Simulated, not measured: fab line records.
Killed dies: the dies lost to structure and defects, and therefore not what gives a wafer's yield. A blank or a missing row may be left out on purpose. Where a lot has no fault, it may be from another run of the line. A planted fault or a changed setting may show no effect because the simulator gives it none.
A struck lot beside a sound one / flow sky130 / 35 out of 708 route steps
Sound: these wafers, L512.1, L512.2, L512.6. Struck: wafers L519.3, L519.4, L519.6. The cause is named last.
Per side, at each step with rows, come the tool, then ch with its chambers, and then its first start. Under that, the readings that differ: sound wafers / struck wafers / difference of the means / sigmas: that difference in standard deviations of wafers without a fault.
alike: readings whose means differ by less than 2 such deviations, and words and numbers that are the same on both sides. not compared: withheld readings, readings that some wafer has no value for, bounds like >300 that may hide the same value, and numbers for which the record gives no deviation and whose values overlap.
Wherever a step has rows on one side only, a row that says differs or no value, or a row with sigmas, the two part there. Numbers that have no deviation but don't overlap get no sigmas and don't part them. Lack of a reading on every wafer of one side parts them only where that side has two or more wafers.

first, 10 steps without rows for these wafers: SKY_POLY_CUT_ETCH_10 (etches BARC in N2/H2, stops on SiO2, time 45.9 s, target depth 60 nm); SKY_POLY_CUT_ETCH_11 (etches Si3N4 in CF4/CH2F2/Ar, stops on poly-Si, time 42.5 s, target depth 60 nm); SKY_POLY_CUT_STRIP_12 (strips in O2/N2); SKY_SD_P_DEHYDRATE_00 (time 60 s); SKY_SD_P_HMDS_01 (prime time 60 s); SKY_SD_P_COAT_02 (resist thk 1140 nm); SKY_SD_P_SOFTBAKE_03 (time 60 s); SKY_SD_P_EXPOSE_04 (exposes mask PSDM, target cd 380 nm); SKY_SD_P_PEB_05; SKY_SD_P_DEVELOP_06 (develop time 60 s).
SKY_SD_P_IMPLANT_09:
  sound on implanter-01 ch 0, day 29 05:41; struck on implanter-01 ch 0, day 31 05:26
reading=beam-energy-keV; sound=19.999 19.995 19.998; struck=19.439 19.423 19.425; difference=-0.568; sigmas=-93
reading=model.implant.drp-nm (nm); sound=9.746 9.746 9.746; struck=9.553 9.553 9.553; difference=-0.193; sigmas=
then, 22 steps without rows for these wafers: SKY_SD_P_STRIP_10 (strips in O2/N2); SKY_RES_XHIGH_DEHYDRATE_00 (time 60 s); SKY_RES_XHIGH_HMDS_01 (prime time 60 s); SKY_RES_XHIGH_COAT_02 (resist thk 1140 nm); SKY_RES_XHIGH_SOFTBAKE_03 (time 60 s); SKY_RES_XHIGH_EXPOSE_04 (exposes mask URPM, target cd 1270 nm); SKY_RES_XHIGH_PEB_05; SKY_RES_XHIGH_DEVELOP_06 (develop time 60 s); SKY_RES_XHIGH_IMPLANT_07; SKY_RES_XHIGH_STRIP_08 (strips in O2/N2); SKY_SD_N_DEHYDRATE_00 (time 60 s); SKY_SD_N_HMDS_01 (prime time 60 s); SKY_SD_N_COAT_02 (resist thk 1140 nm); SKY_SD_N_SOFTBAKE_03 (time 60 s); SKY_SD_N_EXPOSE_04 (exposes mask NSDM, target cd 380 nm); SKY_SD_N_PEB_05; SKY_SD_N_DEVELOP_06 (develop time 60 s); SKY_SD_N_IMPLANT_09; SKY_SD_N_IMPLANT_10; SKY_SD_N_STRIP_11 (strips in O2/N2); SKY_SD_N_CLEAN_13 (cleans in SC1/SC2, time 150 s); SKY_SD_N_RTA_14 (time 2 s).
-- the record jumps here: 2 days lie between the struck wafers' starts before and after --
SKY_SD_N_RS_MEAS_17: the measuring method here is four-point-probe.
  sound: film-metro-04 at day 31 14:08; struck: film-metro-01 at day 33 13:01
reading=SD_P_RS (ohm/sq); sound=147.2 147.4 147.1; struck=149.7 149.3 149.6; difference=+2.3; sigmas=+7
  not compared: hold
SKY_SD_N_RS_MEAS_18: the measuring method here is four-point-probe.
  sound: film-metro-04 at day 31 14:16; struck: film-metro-01 at day 33 14:31
reading=hold; sound=- - -; struck=await-dispo/1.4h/release await-dispo/1.4h/release await-dispo/1.4h/release; difference=no value on the sound wafers; sigmas=
reading=RES_XHIGH_RS (ohm/sq); sound=335.1 335.1 335.4; struck=332.3 332.7 332.8; difference=-2.6; sigmas=-2

## WHERE THEY PART
At SKY_SD_P_IMPLANT_09 first; at SKY_SD_N_RS_MEAS_18 last (within this record only).

WHY: what the simulator had put in
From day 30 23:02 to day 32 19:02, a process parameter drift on implanter-01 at SKY_SD_P_IMPLANT_09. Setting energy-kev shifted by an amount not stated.
